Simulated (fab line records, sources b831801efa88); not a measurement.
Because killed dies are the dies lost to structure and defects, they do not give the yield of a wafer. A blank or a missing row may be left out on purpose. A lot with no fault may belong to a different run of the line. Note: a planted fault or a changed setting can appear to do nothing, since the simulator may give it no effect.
fab line records + flow sky130
record
- lots=6
- wafers=18
- last_day=50
route steps=708 shown VT_ADJUST_HVTP@91 VT_ADJUST_LVTN@97 PAD_OPEN@708
lots with no fault: from the same line, run without faults
start_h: start of the lot's first displayed wafer, in hours after the record's first day + wait_h: time in hours since the lot's previous step + " the same as in the row above + L1.1+2: several wafers, shown together as one row + - no value present, or no start provided + * or withheld: withheld + < > ~ a bound
route shown NAME@n: a module of which the file shows steps, and the number in the route of the first + usual: average and standard deviation across the fault-free wafers + same: alike in all rows + chamber/n: place in a boat + sites: per-site readings + _std_site: the standard deviation of these + _edge_site: the outer-site mean with the inner-site mean subtracted + radius_mm: for every site, how far away it sits from the centre of the wafer + mask NAME#n: copy n + behind: the most recent tool/chamber to have shaped the wafer + hold: why the lot was held/for how many hours/how that ended + device: the n, p or np transistor that did not switch + end of line: the route-end tests of the same wafers + step lacking rows: just its recipe + killed: count of dies lost to structure and defects at first sort (not the wafer's yield) + map: dies across one wafer; x = killed, . = not, _ = none there
set.NAME: setting as actually run; set.NAME@STEP: the setting as run at that earlier step + model.NAME: the simulator's own value behind a step, which no gauge read
lots at some steps of the route; a table a step, a row a wafer
services: the hour from which a tool's chamber was out of use, counted from the record's first day as start_h (under 0 if before that day), plus the number of hours and why
## steps
# step SKY_VT_ADJUST_HVTP_DEVELOP_06
# recipe
- resist=NOVOLAK
- developer=TMAH
- develop_time_s=60
- dev_temp_c=23
# step SKY_VT_ADJUST_HVTP_CD_MEAS_07
# recipe
- target_cd_nm=380
# usual
- cd_nm=380.5/2.4
| lot.wafer | tool      | chamber | start_h | wait_h | cd_nm |
|-----------|-----------|---------|---------|--------|-------|
| L983.1    | cd_sem-02 | -       | 144.36  | 0.2    | 381.0 |
| L983.3    | "         | -       | "       | "      | 381.3 |
| L983.6    | "         | -       | "       | "      | 379.7 |
| L984.3    | cd_sem-02 | -       | 145.52  | 0.1    | 379.6 |
| L984.4    | "         | -       | "       | "      | 379.8 |
| L984.6    | "         | -       | "       | "      | 378.8 |
| L987.1    | cd_sem-02 | -       | 170.53  | 0.1    | 384.5 |
| L987.3    | "         | -       | "       | "      | 383.7 |
| L987.6    | "         | -       | "       | "      | 384.0 |
| L989.1    | cd_sem-01 | -       | 183.52  | 0.1    | 380.8 |
| L989.3    | "         | -       | "       | "      | 380.2 |
| L989.5    | "         | -       | "       | "      | 380.8 |
| L101.2    | cd_sem-02 | -       | 253.85  | 0.1    | 383.1 |
| L101.3    | "         | -       | "       | "      | 380.9 |
| L101.5    | "         | -       | "       | "      | 380.7 |
| L103.1    | cd_sem-02 | -       | 272.44  | 0.1    | 379.0 |
| L103.5    | "         | -       | "       | "      | 380.5 |
| L103.6    | "         | -       | "       | "      | 379.7 |
# step SKY_VT_ADJUST_HVTP_OVL_MEAS_08
# usual
- VT_ADJUST_HVTP_OVL=0.1/1.2
| lot.wafer | tool       | chamber | start_h | wait_h | VT_ADJUST_HVTP_OVL[nm] |
|-----------|------------|---------|---------|--------|------------------------|
| L983.1    | overlay-02 | -       | 144.48  | 0.1    | 0.9                    |
| L983.3    | "          | -       | "       | "      | 1.9                    |
| L983.6    | "          | -       | "       | "      | 0.5                    |
| L984.3    | overlay-02 | -       | 145.61  | 0.1    | 2.0                    |
| L984.4    | "          | -       | "       | "      | 1.7                    |
| L984.6    | "          | -       | "       | "      | 1.6                    |
| L987.1    | overlay-01 | -       | 170.65  | 0.1    | -0.3                   |
| L987.3    | "          | -       | "       | "      | -0.8                   |
| L987.6    | "          | -       | "       | "      | -0.5                   |
| L989.1    | overlay-02 | -       | 183.64  | 0.1    | -0.9                   |
| L989.3    | "          | -       | "       | "      | 0.0                    |
| L989.5    | "          | -       | "       | "      | 1.6                    |
| L101.2    | overlay-02 | -       | 253.95  | 0.1    | 0.1                    |
| L101.3    | "          | -       | "       | "      | 1.8                    |
| L101.5    | "          | -       | "       | "      | 2.2                    |
| L103.1    | overlay-02 | -       | 272.56  | 0.1    | -0.5                   |
| L103.5    | "          | -       | "       | "      | -1.1                   |
| L103.6    | "          | -       | "       | "      | -1.3                   |
# step SKY_VT_ADJUST_HVTP_IMPLANT_09
# recipe
- species=As
- energy_kev=150
- dose_cm2=4.3e+12
- tilt_deg=withheld
# step SKY_VT_ADJUST_HVTP_STRIP_10
# recipe
- chemistry=O2/N2
- power_w=1400
- pressure_mtorr=1500
- platen_temp_c=withheld
- o2_flow_sccm=3000
- n2_flow_sccm=300
- overash_fraction=0.5
# usual
- drypump_motor_current_A=5.8/0.47
- oes_product_au=0.716/0.0044
- strip_time_to_endpoint_s=14.21/0.038
| lot.wafer | tool            | chamber | start_h | wait_h | drypump_motor_current_A | oes_product_au | rf_hours_counter_h | strip_time_to_endpoint_s |
|-----------|-----------------|---------|---------|--------|-------------------------|----------------|--------------------|--------------------------|
| L983.1    | plasma_asher-01 | 0       | 145.29  | 0.1    | 5.3                     | 0.712          | 36                 | 14.16                    |
| L983.3    | "               | 0       | "       | "      | 5.3                     | 0.723          | -                  | 14.22                    |
| L983.6    | "               | 0       | "       | "      | 5.3                     | 0.721          | -                  | 14.25                    |
| L984.3    | plasma_asher-01 | 1       | 145.82  | 0.1    | 6.3                     | 0.719          | -                  | 14.20                    |
| L984.4    | "               | 0       | "       | "      | 5.3                     | 0.718          | -                  | 14.22                    |
| L984.6    | "               | 1       | "       | "      | 6.3                     | 0.709          | -                  | 14.22                    |
| L987.1    | plasma_asher-03 | 0       | 170.83  | 0.1    | 6.5                     | 0.718          | 40                 | 14.15                    |
| L987.3    | "               | 1       | "       | "      | 5.6                     | 0.724          | -                  | 14.19                    |
| L987.6    | "               | 1       | "       | "      | 5.6                     | 0.719          | -                  | 14.15                    |
| L989.1    | plasma_asher-01 | 0       | 183.83  | 0.1    | 5.3                     | 0.719          | 40                 | 14.20                    |
| L989.3    | "               | 1       | "       | "      | 6.3                     | 0.718          | -                  | 14.18                    |
| L989.5    | "               | 0       | "       | "      | 5.3                     | 0.714          | -                  | 14.22                    |
| L101.2    | plasma_asher-01 | 1       | 254.13  | 0.1    | 6.3                     | 0.718          | 47                 | 14.23                    |
| L101.3    | "               | 1       | "       | "      | 6.3                     | 0.716          | -                  | 14.22                    |
| L101.5    | "               | 1       | "       | "      | 6.3                     | 0.725          | -                  | 14.25                    |
| L103.1    | plasma_asher-01 | 0       | 272.74  | 0.1    | 5.3                     | 0.715          | 48                 | 14.23                    |
| L103.5    | "               | 1       | "       | "      | 6.3                     | 0.713          | -                  | 14.20                    |
| L103.6    | "               | 0       | "       | "      | 5.3                     | 0.714          | -                  | 14.17                    |
# step SKY_VT_ADJUST_HVTP_TW_MEAS_11
# usual
- VT_ADJUST_HVTP_TW=1350/19
| lot.wafer | tool          | chamber | start_h | wait_h | VT_ADJUST_HVTP_TW |
|-----------|---------------|---------|---------|--------|-------------------|
| L983.1    | film_metro-02 | -       | 145.39  | 0.1    | 1330              |
| L983.3    | "             | -       | "       | "      | 1319              |
| L983.6    | "             | -       | "       | "      | 1325              |
| L984.3    | film_metro-03 | -       | 145.91  | 0.1    | 1366              |
| L984.4    | "             | -       | "       | "      | 1363              |
| L984.6    | "             | -       | "       | "      | 1363              |
| L987.1    | film_metro-03 | -       | 170.93  | 0.1    | 1364              |
| L987.3    | "             | -       | "       | "      | 1372              |
| L987.6    | "             | -       | "       | "      | 1367              |
| L989.1    | film_metro-01 | -       | 183.93  | 0.1    | 1351              |
| L989.3    | "             | -       | "       | "      | 1348              |
| L989.5    | "             | -       | "       | "      | 1350              |
| L101.2    | film_metro-01 | -       | 254.24  | 0.1    | 1344              |
| L101.3    | "             | -       | "       | "      | 1344              |
| L101.5    | "             | -       | "       | "      | 1341              |
| L103.1    | film_metro-01 | -       | 272.84  | 0.1    | 1338              |
| L103.5    | "             | -       | "       | "      | 1341              |
| L103.6    | "             | -       | "       | "      | 1338              |
# step SKY_VT_ADJUST_LVTN_DEHYDRATE_00
# recipe
- temp_c=200
- time_s=60
# step SKY_VT_ADJUST_LVTN_HMDS_01
# recipe
- prime_time_s=60
- prime_temp_c=120
# step SKY_VT_ADJUST_LVTN_COAT_02
# recipe
- spin_rpm=2000
- resist_thk_nm=3000
# step SKY_VT_ADJUST_LVTN_SOFTBAKE_03
# recipe
- temp_c=110
- time_s=withheld
# step SKY_VT_ADJUST_LVTN_EXPOSE_04
# recipe
- mask_id=NWM_COMPLEMENT_LESS_NATIVE
- na=0.6
- source_shape=conventional
- sigma_outer=0.6
- polarization=unpolarized
- target_cd_nm=840
- dose_mj=194
# step SKY_VT_ADJUST_LVTN_PEB_05
# recipe
- temp_c=115
- time_s=withheld
# step SKY_VT_ADJUST_LVTN_DEVELOP_06
# recipe
- wall_angle_deg=90
- developer=TMAH
- develop_time_s=60
- dev_temp_c=23
| lot.wafer  | tool           | chamber | start_h | wait_h |
|------------|----------------|---------|---------|--------|
| L983.1+3+6 | litho_track-04 | 0       | 163     | -      |
| L984.3+4+6 | litho_track-01 | 0       | 164     | -      |
| L987.1+3+6 | litho_track-02 | 0       | 191     | -      |
| L989.1+3+5 | litho_track-02 | 0       | 204     | -      |
| L101.2+3+5 | litho_track-01 | 0       | 278     | -      |
| L103.1+5+6 | litho_track-01 | 0       | 297     | -      |
# step SKY_VT_ADJUST_LVTN_OVL_MEAS_07
# usual
- VT_ADJUST_LVTN_OVL=0.7/1.3
| lot.wafer | tool       | chamber | start_h | wait_h | VT_ADJUST_LVTN_OVL[nm] |
|-----------|------------|---------|---------|--------|------------------------|
| L983.1    | overlay-02 | -       | 163.57  | -      | 2.3                    |
| L983.3    | "          | -       | "       | "      | 1.2                    |
| L983.6    | "          | -       | "       | "      | -0.3                   |
| L984.3    | overlay-02 | -       | 164.15  | -      | -0.2                   |
| L984.4    | "          | -       | "       | "      | 0.8                    |
| L984.6    | "          | -       | "       | "      | 2.0                    |
| L987.1    | overlay-02 | -       | 192.01  | -      | 1.6                    |
| L987.3    | "          | -       | "       | "      | 0.8                    |
| L987.6    | "          | -       | "       | "      | 1.1                    |
| L989.1    | overlay-01 | -       | 205.01  | -      | -0.5                   |
| L989.3    | "          | -       | "       | "      | -0.2                   |
| L989.5    | "          | -       | "       | "      | 0.2                    |
| L101.2    | overlay-02 | -       | 278.44  | -      | -                      |
| L101.3    | "          | -       | "       | "      | -                      |
| L101.5    | "          | -       | "       | "      | -                      |
| L103.1    | overlay-02 | -       | 297.34  | -      | -                      |
| L103.5    | "          | -       | "       | "      | -                      |
| L103.6    | "          | -       | "       | "      | -                      |
# step SKY_VT_ADJUST_LVTN_IMPLANT_08
# recipe
- species=B
- energy_kev=30
- dose_cm2=1.57e+12
- tilt_deg=withheld
# step SKY_PAD_OPEN_PROBE_99
# usual
- killed_at_M0_to_M3=44/7.3
- killed_at_M4_up=3.5/1.8
- killed_at_contacts=24/5.8
- killed_at_front_end=16/4.3
- killed_at_other=0.5/0.68
- killed_dies=88/9.4
- killed_on_rim=17/3.7
- killed_open=48/6.8
- killed_short=40/6.1
# same
- gross_dies=492
- killed_at_back_side=0
| lot.wafer | tool      | chamber | start_h | wait_h | killed_at_M0_to_M3 | killed_at_M4_up | killed_at_contacts | killed_at_front_end | killed_at_other | killed_dies | killed_on_rim | killed_open | killed_short |
|-----------|-----------|---------|---------|--------|--------------------|-----------------|--------------------|---------------------|-----------------|-------------|---------------|-------------|--------------|
| L983.1    | prober-01 | -       | 1095.33 | 0.1    | 41                 | 3               | 20                 | 7                   | 1               | 72          | 12            | 38          | 34           |
| L983.3    | prober-01 | -       | 1095.43 | 0.2    | 38                 | 7               | 16                 | 17                  | 0               | 78          | 12            | 37          | 40           |
| L983.6    | prober-01 | -       | 1095.58 | 0.2    | 52                 | 2               | 19                 | 7                   | 0               | 80          | 21            | 50          | 30           |
| L984.3    | prober-02 | -       | 1096.93 | 0.2    | 38                 | 3               | 36                 | 11                  | 0               | 88          | 18            | 50          | 38           |
| L984.4    | prober-02 | -       | 1096.98 | 0.2    | 44                 | 3               | 27                 | 15                  | 0               | 89          | 17            | 54          | 34           |
| L984.6    | prober-02 | -       | 1097.08 | 0.2    | 41                 | 6               | 27                 | 18                  | 1               | 93          | 18            | 48          | 45           |
| L101.2    | prober-02 | -       | 1187.77 | 0.1    | 47                 | 3               | 19                 | 423                 | 0               | 492         | 96            | 50          | 37           |
| L101.3    | prober-02 | -       | 1187.82 | 0.2    | 39                 | 0               | 19                 | 434                 | 0               | 492         | 96            | 40          | 34           |
| L101.5    | prober-02 | -       | 1187.92 | 0.2    | 40                 | 4               | 22                 | 425                 | 1               | 492         | 96            | 48          | 32           |
| L103.1    | prober-01 | -       | 1198.42 | 0.1    | 38                 | 4               | 21                 | 428                 | 1               | 492         | 96            | 51          | 36           |
| L103.5    | prober-01 | -       | 1198.62 | 0.2    | 37                 | 5               | 26                 | 424                 | 0               | 492         | 96            | 50          | 35           |
| L103.6    | prober-01 | -       | 1198.67 | 0.2    | 34                 | 1               | 26                 | 431                 | 0               | 492         | 96            | 48          | 30           |
# killed by level:class
L983.1 VIA2:geometric_particle:open=8 METAL1:geometric_particle:short=7 VIA3:geometric_particle:open=7 LI_CONTACT:geometric_particle:open=6 LI_CONTACT:geometric_particle:short=4 VIA1:geometric_particle:open=4 CONTACT:geometric_particle:open=4 METAL3:geometric_particle:short=4
L983.3 METAL2:geometric_particle:short=9 VIA1:geometric_particle:open=8 VIA3:geometric_particle:open=6 FIELD_ISO:geometric_particle:open=5 POLY_GATE:geometric_particle:short=5 LI_CONTACT:geometric_particle:open=5 VIA1:geometric_particle:short=5 POLY_GATE:geometric_particle:open=4
L983.6 VIA2:geometric_particle:open=12 VIA1:geometric_particle:open=11 METAL1:geometric_particle:short=8 CONTACT:geometric_particle:open=7 LI_CONTACT:geometric_particle:open=6 VIA1:geometric_particle:short=4 CONTACT:geometric_particle:short=4 VIA3:geometric_particle:open=4
L984.3 CONTACT:geometric_particle:open=18 METAL1:geometric_particle:short=7 VIA1:geometric_particle:open=7 LI_CONTACT:geometric_particle:short=6 VIA2:geometric_particle:open=5 CONTACT:geometric_particle:short=5 VIA3:geometric_particle:open=5 POLY_GATE:geometric_particle:open=4
L984.4 VIA2:geometric_particle:open=9 VIA1:geometric_particle:open=9 CONTACT:geometric_particle:open=8 LI_CONTACT:geometric_particle:open=8 VIA3:geometric_particle:open=7 METAL1:geometric_particle:short=6 FIELD_ISO:geometric_particle:open=5 LI_CONTACT:geometric_particle:short=5
L984.6 VIA1:geometric_particle:open=10 LI_CONTACT:geometric_particle:open=8 CONTACT:geometric_particle:open=7 METAL1:geometric_particle:short=6 SPACER:geometric_particle:short=6 LOCAL_INTERCONNECT:geometric_particle:short=6 VIA3:geometric_particle:open=5 FIELD_ISO:geometric_particle:open=4
L101.2 VT_ADJUST_LVTN:area_develop=405 VIA2:geometric_particle:open=11 VIA1:geometric_particle:open=10 LI_CONTACT:geometric_particle:open=8 VIA1:geometric_particle:short=6 METAL2:geometric_particle:short=6 CONTACT:geometric_particle:open=5 METAL1:geometric_particle:short=5
L101.3 VT_ADJUST_LVTN:area_develop=418 VIA1:geometric_particle:open=11 LI_CONTACT:geometric_particle:open=10 CONTACT:geometric_particle:open=6 POLY_GATE:geometric_particle:short=5 VIA2:geometric_particle:open=5 VIA3:geometric_particle:short=5 METAL1:geometric_particle:short=4
L101.5 VT_ADJUST_LVTN:area_develop=411 CONTACT:geometric_particle:open=10 VIA1:geometric_particle:open=10 FIELD_ISO:geometric_particle:open=6 LI_CONTACT:geometric_particle:open=5 VIA3:geometric_particle:short=5 VIA2:geometric_particle:open=5 METAL1:geometric_particle:short=5
L103.1 VT_ADJUST_LVTN:area_develop=405 VIA1:geometric_particle:open=9 CONTACT:geometric_particle:open=8 FIELD_ISO:geometric_particle:open=7 LI_CONTACT:geometric_particle:open=7 POLY_GATE:geometric_particle:short=7 VIA2:geometric_particle:open=6 VIA3:geometric_particle:open=4
L103.5 VT_ADJUST_LVTN:area_develop=407 CONTACT:geometric_particle:open=9 LI_CONTACT:geometric_particle:open=8 VIA1:geometric_particle:open=7 FIELD_ISO:geometric_particle:short=6 VIA2:geometric_particle:open=6 VIA3:geometric_particle:open=6 METAL1:geometric_particle:short=5
L103.6 VT_ADJUST_LVTN:area_develop=414 CONTACT:geometric_particle:open=9 VIA1:geometric_particle:open=8 FIELD_ISO:geometric_particle:open=7 LI_CONTACT:geometric_particle:open=6 VIA3:geometric_particle:open=6 METAL2:geometric_particle:short=5 VIA2:geometric_particle:open=5
# map L101.2 (x killed, . not)
__________xxxxxxxxxx_________
________xxxxxxxxxxxxxx_______
______xxxxxxxxxxxxxxxxxx_____
_____xxxxxxxxxxxxxxxxxxxx____
____xxxxxxxxxxxxxxxxxxxxxx___
___xxxxxxxxxxxxxxxxxxxxxxxx__
__xxxxxxxxxxxxxxxxxxxxxxxxxx_
_xxxxxxxxxxxxxxxxxxxxxxxxxxxx
_xxxxxxxxxxxxxxxxxxxxxxxxxxxx
_xxxxxxxxxxxxxxxxxxxxxxxxxxxx
_xxxxxxxxxxxxxxxxxxxxxxxxxxxx
_xxxxxxxxxxxxxxxxxxxxxxxxxxxx
_xxxxxxxxxxxxxxxxxxxxxxxxxxxx
_xxxxxxxxxxxxxxxxxxxxxxxxxxxx
_xxxxxxxxxxxxxxxxxxxxxxxxxxxx
__xxxxxxxxxxxxxxxxxxxxxxxxxx_
___xxxxxxxxxxxxxxxxxxxxxxxx__
____xxxxxxxxxxxxxxxxxxxxxx___
_____xxxxxxxxxxxxxxxxxxxx____
______xxxxxxxxxxxxxxxxxx_____
________xxxxxxxxxxxxxx_______
__________xxxxxxxxxx_________
# map L103.1 (x killed, . not)
__________xxxxxxxxxx_________
________xxxxxxxxxxxxxx_______
______xxxxxxxxxxxxxxxxxx_____
_____xxxxxxxxxxxxxxxxxxxx____
____xxxxxxxxxxxxxxxxxxxxxx___
___xxxxxxxxxxxxxxxxxxxxxxxx__
__xxxxxxxxxxxxxxxxxxxxxxxxxx_
_xxxxxxxxxxxxxxxxxxxxxxxxxxxx
_xxxxxxxxxxxxxxxxxxxxxxxxxxxx
_xxxxxxxxxxxxxxxxxxxxxxxxxxxx
_xxxxxxxxxxxxxxxxxxxxxxxxxxxx
_xxxxxxxxxxxxxxxxxxxxxxxxxxxx
_xxxxxxxxxxxxxxxxxxxxxxxxxxxx
_xxxxxxxxxxxxxxxxxxxxxxxxxxxx
_xxxxxxxxxxxxxxxxxxxxxxxxxxxx
__xxxxxxxxxxxxxxxxxxxxxxxxxx_
___xxxxxxxxxxxxxxxxxxxxxxxx__
____xxxxxxxxxxxxxxxxxxxxxx___
_____xxxxxxxxxxxxxxxxxxxx____
______xxxxxxxxxxxxxxxxxx_____
________xxxxxxxxxxxxxx_______
__________xxxxxxxxxx_________
## services
| tool            | chamber | start_h | hours | kind                      |
|-----------------|---------|---------|-------|---------------------------|
| litho_track-04  | -       | 141.32  | -     | consumable_replace:filter |
| litho_track-04  | -       | 149.40  | -     | consumable_replace:filter |
| plasma_asher-03 | -       | 159.93  | 0.4   | repair                    |
| plasma_asher-01 | -       | 179.45  | 4.0   | repair                    |
## key
first_sign
- step=SKY_VT_ADJUST_LVTN_OVL_MEAS_07
- reading=VT_ADJUST_LVTN_OVL
- direction=missing
effect
- step=SKY_PAD_OPEN_PROBE_99
- reading=killed_at_front_end
- direction=up
- sigmas=96
- usual=16
- struck=428
more_kills_born_at
- SKY_VT_ADJUST_LVTN_DEVELOP_06@litho_track-01=2460
met_at SKY_VT_ADJUST_LVTN_DEVELOP_06
struck_wafers L101.2,L101.3,L101.5,L103.1,L103.5,L103.6
tester_left_out L101,L103
onset_between 164 278
also_fits time
fault
- kind=process_parameter_drift
- tool=litho_track-01
- chamber=-
- onset_h=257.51
- steps=SKY_VT_ADJUST_LVTN_DEVELOP_06
- channel=develop_time_s
- offset=*
- shape=step
- end_h=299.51
- acts_in=*
- stated=*
# tester_left_out: of these lots the tester's yield and bins aren't shown, on N5 and GAA mostly nor the transistor test; their killed dies are dies lost to structure and defects alone, not to doping, threshold or leakage, so they don't give the yield
